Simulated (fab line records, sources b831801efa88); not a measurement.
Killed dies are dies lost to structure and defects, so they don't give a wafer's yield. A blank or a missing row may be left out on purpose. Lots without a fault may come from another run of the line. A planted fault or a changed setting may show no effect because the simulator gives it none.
Which tool did it? | flow gf180mcu | 6 lots, 18 wafers sampled, at 2 steps of a route of 602

WHAT THE GAUGES READ, wafer by wafer
GF_TOP_METAL_RS_MEAS_05: measures by four-point-probe.
lot  | measured     | on            | TOP_METAL_ALCU_RS (ohm/sq)
L382 | day 27 15:57 | film_metro-01 | 0.0314 0.0314 0.0315
L384 | day 28 23:21 | film_metro-04 | 0.0313 0.0311 0.0310
L387 | day 29 05:46 | film_metro-01 | 0.0317 0.0317 0.0316
L391 | day 30 13:59 | film_metro-04 | 0.0314 0.0313 0.0314
L395 | day 31 22:59 | film_metro-02 | 0.0311 0.0309 0.0311
L403 | day 33 14:49 | film_metro-01 | 0.0315 0.0316 0.0315

WHICH TOOL RAN EACH LOT (tool, then ch and the chambers of the sampled wafers, then the start)
lot  | GF_V4_CMP_04
L382 | cmp-01 ch 0,1,3, day 23 22:00
L384 | cmp-01 ch 0,1, day 24 23:44
L387 | cmp-02 ch 0,2,3, day 25 16:10
L391 | cmp-01 ch 1,2, day 27 04:02
L395 | cmp-01 ch 2,3, day 28 16:35
L403 | cmp-02 ch 0,1,2, day 30 14:26
- GF_V4_CMP_04: polishes SiO2.

THE ANSWER, worked out from the rows above alone
Rule: what is usual is taken from the lots themselves. Put in order of their means at a reading, lots are off if they are a third of the lots or fewer, leave a main group of 4 or more, and stand apart from it by a gap of 3 or more times the standard deviation of the main group's means; of several such gaps the widest counts. A main group whose means are all the same, to the digits that the tables above print for the reading, isn't used. A lot without any number at a reading at which 4 lots or more have one is off too. The other lots that the step has rows for count as sound.
No lot is off at any reading shown: from this, nothing can be told.

WHAT THE SIMULATOR HAD PUT IN
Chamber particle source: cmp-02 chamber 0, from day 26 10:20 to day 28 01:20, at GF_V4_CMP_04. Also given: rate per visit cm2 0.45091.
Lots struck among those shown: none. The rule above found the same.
